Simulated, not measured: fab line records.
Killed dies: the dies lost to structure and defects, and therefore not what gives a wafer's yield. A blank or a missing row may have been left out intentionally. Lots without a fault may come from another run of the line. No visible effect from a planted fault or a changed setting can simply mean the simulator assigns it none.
fab line records	flow sky130
record lots=13	wafers=39	lastDay=50
route steps=708 shown DNWELL@43 METAL4@629 VIA4@660 PASSIVATION@683 PAD_OPEN@708
lots that met no fault: from a run of the same line without faults
startH: start of the lot's first displayed wafer, in hours after the record's first day	waitH: time in hours since the lot's previous step	" repeats the value in the row above	L1.1+2: one row covering several wafers at once	- no value, or no start was given	* or withheld: withheld	< > ~ a bound
route shown NAME@n: NAME is a module with steps in the file, n the number in the route of the first one	usual: mean/standard deviation of fault-free wafers	same: alike in all rows	chamber/n: place in a boat	sites: readings site by site	_std_site: how widely they spread, as a standard deviation	_edge_site: inner sites' mean taken away from outer sites' mean	radiusMm: for every site, how far away it sits from the centre of the wafer	mask NAME#n: copy n	behind: the tool/chamber that last shaped the wafer	hold: why the lot was held/for how many hours/how that ended	device: the transistor (n, p or np) that didn't switch	end of line: at the end of the route, the tests of the same wafers	a step given without rows: its recipe and nothing more	killed: dies lost to structure and defects at the first sort, not the wafer's yield	map: dies across one wafer; x = killed, . = not, _ = none there
set.NAME: the run value of the setting; set.NAME@STEP: its run value at that earlier step	model.NAME: the simulator's own value behind a step, which no gauge read
steps of the route over a sample of lots; a table a step, a row a wafer
services: a tool's chamber out of use, with start hour (startH, from the record's first day; less than 0 if before it), hours out, and reason
## steps
# step SKY_DNWELL_STRIP_08
# recipe chemistry=O2/N2	powerW=1400	pressureMtorr=1500	platenTempC=withheld	o2FlowSccm=3000	n2FlowSccm=300	overashFraction=0.5
# usual drypumpMotorCurrentA=5.7/0.51	o2FlowSccm=3000/8.3	oesProductAu=0.723/0.0046	stripTimeToEndpointS=36.94/0.12
# same overashFraction=0.5
lot.wafer	tool	chamber	startH	waitH	drypumpMotorCurrentA	o2FlowSccm	oesProductAu	rfHoursCounterH	stripTimeToEndpointS
L156.1	plasmaAsher-04	0	53.00	0.1	5.6	2989	0.725	35	36.93
L156.2	"	1	"	"	4.9	3011	0.722	35	36.91
L156.6	"	1	"	"	4.9	2993	0.727	-	36.85
L157.1	plasmaAsher-04	1	60.55	0.1	4.9	2997	0.725	35	36.97
L157.2	"	0	"	"	5.6	3014	0.721	35	36.94
L157.6	"	1	"	"	4.9	2999	0.721	-	36.86
L159.3	plasmaAsher-03	1	73.17	0.1	6.2	3001	0.720	-	36.90
L159.5	"	0	"	"	6.2	3007	0.730	-	36.83
L159.6	"	1	"	"	6.2	2994	0.727	-	36.76
L158.4	plasmaAsher-04	1	73.63	0.1	4.9	3010	0.729	-	36.85
L158.5	"	0	"	"	5.6	3002	0.719	-	36.87
L158.6	"	1	"	"	4.9	2999	0.722	-	36.85
L160.1	plasmaAsher-01	1	80.09	0.1	5.3	3002	0.720	26	36.93
L160.4	"	0	"	"	5.7	2992	0.722	-	36.93
L160.6	"	1	"	"	5.3	3010	0.722	-	36.94
L161.1	plasmaAsher-04	1	81.95	0.1	4.9	3005	0.722	37	37.02
L161.4	"	1	"	"	4.9	2992	0.718	-	36.98
L161.6	"	1	"	"	4.9	2993	0.721	-	36.94
L162.1	plasmaAsher-03	1	86.65	0.1	6.3	3000	0.729	43	37.09
L162.2	"	0	"	"	6.2	2983	0.721	43	37.03
L162.5	"	0	"	"	6.2	3001	0.719	-	37.13
L164.1	plasmaAsher-04	0	101.74	0.1	5.6	2991	0.722	39	36.96
L164.2	"	1	"	"	4.9	3010	0.726	39	36.90
L164.5	"	1	"	"	4.9	3008	0.725	-	37.02
L166.4	plasmaAsher-04	1	109.98	0.1	4.9	3009	0.721	-	36.82
L166.5	"	1	"	"	4.9	3015	0.718	-	36.79
L166.6	"	0	"	"	5.6	2997	0.726	-	36.83
L168.2	plasmaAsher-04	1	118.85	0.1	4.9	3007	0.725	41	36.99
L168.3	"	1	"	"	4.9	2999	0.726	-	36.94
L168.6	"	0	"	"	5.6	3006	0.719	-	36.99
L173.2	plasmaAsher-01	1	151.95	0.1	5.3	2981	0.721	32	37.01
L173.3	"	0	"	"	5.7	2998	0.721	-	37.06
L173.5	"	1	"	"	5.3	2993	0.730	-	37.05
L175.3	plasmaAsher-03	0	160.03	0.1	6.2	2989	0.723	-	36.92
L175.4	"	1	"	"	6.3	3004	0.721	-	36.92
L175.6	"	1	"	"	6.3	3011	0.722	-	36.86
L176.1	plasmaAsher-03	0	166.59	0.1	6.2	3004	0.718	5	37.01
L176.3	"	0	"	"	6.2	3000	0.726	-	37.06
L176.6	"	1	"	"	6.3	2988	0.719	-	37.11
# step SKY_METAL4_CD_MEAS_13
# recipe targetCdNm=300
# usual cdNm=300.0/1.5
lot.wafer	tool	chamber	startH	waitH	cdNm
L156.1	cdSem-02	-	978.38	-	299.0
L156.2	"	-	"	"	298.2
L156.6	"	-	"	"	298.5
L157.1	cdSem-01	-	984.19	-	301.5
L157.2	"	-	"	"	303.1
L157.6	"	-	"	"	299.9
L159.3	cdSem-02	-	1003.33	-	299.4
L159.5	"	-	"	"	299.8
L159.6	"	-	"	"	299.4
L158.4	cdSem-01	-	1012.69	-	301.0
L158.5	"	-	"	"	300.8
L158.6	"	-	"	"	300.3
L160.1	cdSem-01	-	1014.69	-	298.5
L160.4	"	-	"	"	300.1
L160.6	"	-	"	"	299.1
L161.1	cdSem-01	-	1018.84	-	299.0
L161.4	"	-	"	"	298.8
L161.6	"	-	"	"	297.8
L162.1	cdSem-02	-	1024.69	-	298.4
L162.2	"	-	"	"	298.5
L162.5	"	-	"	"	301.0
L164.1	cdSem-02	-	1043.04	-	300.3
L164.2	"	-	"	"	300.8
L164.5	"	-	"	"	301.6
L166.4	cdSem-02	-	1059.40	-	299.1
L166.5	"	-	"	"	298.0
L166.6	"	-	"	"	298.9
L168.2	cdSem-01	-	1071.36	-	302.1
L168.3	"	-	"	"	302.1
L168.6	"	-	"	"	301.9
L173.2	cdSem-02	-	1099.66	-	299.8
L173.3	"	-	"	"	301.5
L173.5	"	-	"	"	299.7
L175.3	cdSem-02	-	1109.87	-	299.1
L175.4	"	-	"	"	301.5
L175.6	"	-	"	"	299.4
L176.1	cdSem-02	-	1113.13	-	301.8
L176.3	"	-	"	"	302.4
L176.6	"	-	"	"	302.2
# step SKY_VIA4_CMP_21
# recipe stopOn=SiO2	tOverpolishS=25	downForcePsi=3.5	platenRpm=60	targetThkNm=0	padVelocityMS=0.94248
# usual motorCurrentA=11.1/0.96	overpolishRunS=24.999/0.0094	timeToEndpointS=121/3.8
lot.wafer	tool	chamber	startH	waitH	motorCurrentA	overpolishRunS	timeToEndpointS
L156.1	cmp-01	0	1005.24	0.2	11.6	25.002	126
L156.2	"	3	"	"	11.0	25.001	113
L156.6	"	1	"	"	10.3	24.996	117
L157.1	cmp-02	0	1010.03	0.1	10.5	24.995	116
L157.2	"	1	"	"	11.3	24.993	123
L157.6	"	3	"	"	10.8	24.997	125
L159.3	cmp-02	3	1029.31	0.1	12.0	25.009	120
L159.6	"	2	"	"	12.6	25.005	118
L159.5	"	3	"	"	11.4	24.998	122
L158.4	cmp-01	0	1037.43	0.1	11.5	25.009	127
L158.5	"	2	"	"	8.9	25.002	127
L158.6	"	3	"	"	10.8	24.998	123
L160.4	cmp-02	2	1040.42	0.0	11.9	25.000	116
L160.1	"	0	"	"	10.5	24.979	113
L160.6	"	2	"	"	11.8	25.015	117
L161.1	cmp-02	1	1043.64	0.1	11.3	24.990	119
L161.4	"	2	"	"	12.4	25.002	121
L161.6	"	1	"	"	11.6	25.021	121
L162.2	cmp-02	0	1050.02	0.1	11.3	25.008	117
L162.1	"	1	"	"	11.0	25.016	119
L162.5	"	3	"	"	11.2	24.993	117
L164.1	cmp-02	2	1067.82	0.1	12.1	25.013	121
L164.2	"	3	"	"	11.2	25.006	124
L164.5	"	1	"	"	11.0	24.994	120
L166.4	cmp-02	3	1084.74	0.0	11.8	24.993	127
L166.6	"	3	"	"	11.7	24.998	124
L166.5	"	0	"	"	10.7	25.003	118
L168.3	cmp-01	3	1094.88	0.0	10.8	24.996	123
L168.2	"	2	"	"	8.6	25.009	124
L168.6	"	0	"	"	11.6	25.005	127
L173.3	cmp-02	3	1122.19	0.1	10.8	24.994	124
L173.2	"	1	"	"	11.0	25.008	120
L173.5	"	2	"	"	11.9	24.999	118
L175.3	cmp-02	3	1131.63	0.1	11.2	25.011	122
L175.4	"	0	"	"	10.7	24.999	123
L175.6	"	3	"	"	11.8	24.992	122
L176.3	cmp-02	2	1134.90	0.2	11.8	24.999	126
L176.1	"	0	"	"	9.9	24.998	116
L176.6	"	3	"	"	11.3	24.994	123
# step SKY_PASSIVATION_CVD_02
# recipe material=Si3N4	targetThkNm=540	tempC=400	timeS=withheld	rfW=450
# usual heaterPowerW=695/79
lot.wafer	tool	chamber	startH	waitH	heaterPowerW
L156.1	pecvd-03	2	1029.75	0.1	558
L156.2	"	0	"	"	793
L156.6	"	0	"	"	811
L157.1	pecvd-04	0	1034.33	0.1	677
L157.2	"	1	"	"	661
L157.6	"	0	"	"	699
L159.3	pecvd-04	0	1051.98	0.0	718
L159.5	"	1	"	"	697
L159.6	"	2	"	"	662
L158.4	pecvd-03	1	1060.55	0.1	772
L158.5	"	0	"	"	772
L158.6	"	2	"	"	647
L160.1	pecvd-03	1	1064.23	0.1	774
L160.4	"	0	"	"	747
L160.6	"	2	"	"	627
L161.1	pecvd-03	0	1066.98	0.1	714
L161.4	"	0	"	"	771
L161.6	"	1	"	"	803
L162.1	pecvd-04	2	1073.47	0.1	578
L162.2	"	0	"	"	624
L162.5	"	2	"	"	622
L164.1	pecvd-03	2	1090.28	0.1	683
L164.2	"	0	"	"	837
L164.5	"	1	"	"	776
L166.4	pecvd-04	1	1106.16	0.1	709
L166.5	"	0	"	"	691
L166.6	"	2	"	"	560
L168.2	pecvd-02	0	1116.03	0.0	651
L168.3	"	2	"	"	684
L168.6	"	1	"	"	605
L173.2	pecvd-02	2	1141.88	0.0	718
L173.3	"	0	"	"	550
L173.5	"	1	"	"	681
L175.3	pecvd-04	0	1151.35	0.1	755
L175.4	"	2	"	"	681
L175.6	"	0	"	"	593
L176.1	pecvd-03	1	1154.44	0.1	769
L176.3	"	2	"	"	673
L176.6	"	2	"	"	716
# step SKY_PAD_OPEN_PROBE_99
# usual killed_at_M0_to_M3=43/7.8	killed_at_M4_up=3.2/1.9	killedAtContacts=24/5	killedAtFrontEnd=14/4.5	killedAtOther=0.2/0.41	killedDies=84/9.6	killedOnRim=17/3.8	killedOpen=47/6.9	killedShort=38/6
# same grossDies=492	killedAtBackSide=0
lot.wafer	tool	chamber	startH	waitH	killed_at_M0_to_M3	killed_at_M4_up	killedAtContacts	killedAtFrontEnd	killedAtOther	killedDies	killedOnRim	killedOpen	killedShort
L175.3	prober-01	-	1187.77	0.2	39	2	17	68	0	126	16	49	27
L175.4	prober-01	-	1187.82	0.2	35	2	26	36	0	99	28	36	38
L175.6	prober-01	-	1187.92	0.2	34	2	22	39	0	97	25	33	38
L176.1	prober-02	-	1190.24	0.1	30	7	26	56	0	119	18	31	40
L176.3	prober-02	-	1190.34	0.2	30	5	22	62	0	119	22	43	28
L176.6	prober-02	-	1190.49	0.2	31	1	28	36	0	96	27	34	35
# killed by level:class
L175.3 DNWELL:unspecified=50 VIA1:geometricParticle:open=11 CONTACT:geometricParticle:open=7 VIA3:geometricParticle:open=7 FIELD_ISO:geometricParticle:open=6 METAL1:geometricParticle:short=6 LI_CONTACT:geometricParticle:open=5 POLY_GATE:geometricParticle:short=4
L175.4 DNWELL:unspecified=25 CONTACT:geometricParticle:open=9 VIA2:geometricParticle:open=7 LOCAL_INTERCONNECT:geometricParticle:short=6 CONTACT:geometricParticle:short=5 LI_CONTACT:geometricParticle:open=5 METAL2:geometricParticle:short=5 VIA1:geometricParticle:short=5
L175.6 DNWELL:unspecified=26 VIA1:geometricParticle:open=9 LI_CONTACT:geometricParticle:open=7 CONTACT:geometricParticle:open=5 VIA1:geometricParticle:short=5 FIELD_ISO:geometricParticle:short=4 LOCAL_INTERCONNECT:geometricParticle:short=4 METAL1:geometricParticle:short=4
L176.1 DNWELL:unspecified=48 CONTACT:geometricParticle:open=8 CONTACT:geometricParticle:short=6 VIA1:geometricParticle:open=5 LI_CONTACT:geometricParticle:open=5 METAL4:geometricParticle:short=5 VIA1:geometricParticle:short=5 METAL2:geometricParticle:short=5
L176.3 DNWELL:unspecified=48 CONTACT:geometricParticle:open=10 VIA2:geometricParticle:open=9 VIA1:geometricParticle:open=6 LI_CONTACT:geometricParticle:open=5 LOCAL_INTERCONNECT:geometricParticle:short=4 VIA3:geometricParticle:short=4 METAL2:geometricParticle:open=4
L176.6 DNWELL:unspecified=27 CONTACT:geometricParticle:open=10 LOCAL_INTERCONNECT:geometricParticle:short=7 VIA1:geometricParticle:open=7 CONTACT:geometricParticle:short=5 VIA2:geometricParticle:open=4 VIA2:geometricParticle:short=3 POLY_GATE:geometricParticle:open=3
## services
tool	chamber	startH	hours	kind
cmp-02	-	64.00	4.0	pm
cmp-02	-	105.32	8.6	pm
cmp-02	-	114.64	2.4	repair
cmp-02	-	249.66	1.1	repair
cmp-02	-	302.79	74.2	repair
cmp-02	-	322.42	1.0	repair
cmp-02	-	334.26	1.4	repair
cmp-02	-	367.14	4.1	repair
cmp-02	-	400.59	4.2	repair
cmp-02	-	404.82	4.0	pm
cmp-02	-	474.23	4.9	pm
cmp-02	-	489.80	1.2	repair
cmp-02	-	491.45	1.6	repair
cmp-02	-	514.74	4.9	pm
cmp-02	-	568.14	0.7	repair
cmp-02	-	569.45	1.8	repair
cmp-02	-	684.57	0.6	repair
cmp-02	-	734.47	0.9	repair
cmp-02	-	744.82	4.0	pm
cmp-02	-	753.88	0.4	repair
cmp-02	-	782.36	5.3	repair
cmp-02	-	786.43	16.0	repair
cmp-02	-	843.23	4.8	pm
cmp-02	-	1064.82	0.7	repair
## key
firstSign step=SKY_PAD_OPEN_PROBE_99	reading=killedAtFrontEnd	direction=up	sigmas=7.9	usual=14	struck=50
effect step=SKY_PAD_OPEN_PROBE_99	reading=killedDies	direction=up	sigmas=2.6	usual=84	struck=109
metAt SKY_DNWELL_STRIP_08
struckLots L175,L176
testerLeftOut L175,L176
notActingAt SKY_METAL4_CD_MEAS_13,SKY_VIA4_CMP_21,SKY_PASSIVATION_CVD_02
onsetBetween 86.65 160.03
alsoFits time
fault kind=chamberParticleSource	tool=plasmaAsher-03	chamber=-	onsetH=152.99	steps=SKY_DNWELL_STRIP_08	ratePerVisitCm2=0.6513	endH=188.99
# testerLeftOut: of these lots the tester's yield and bins aren't shown, on N5 and GAA mostly nor the transistor test; their killed dies are dies lost to structure and defects alone, not to doping, threshold or leakage, so they don't give the yield
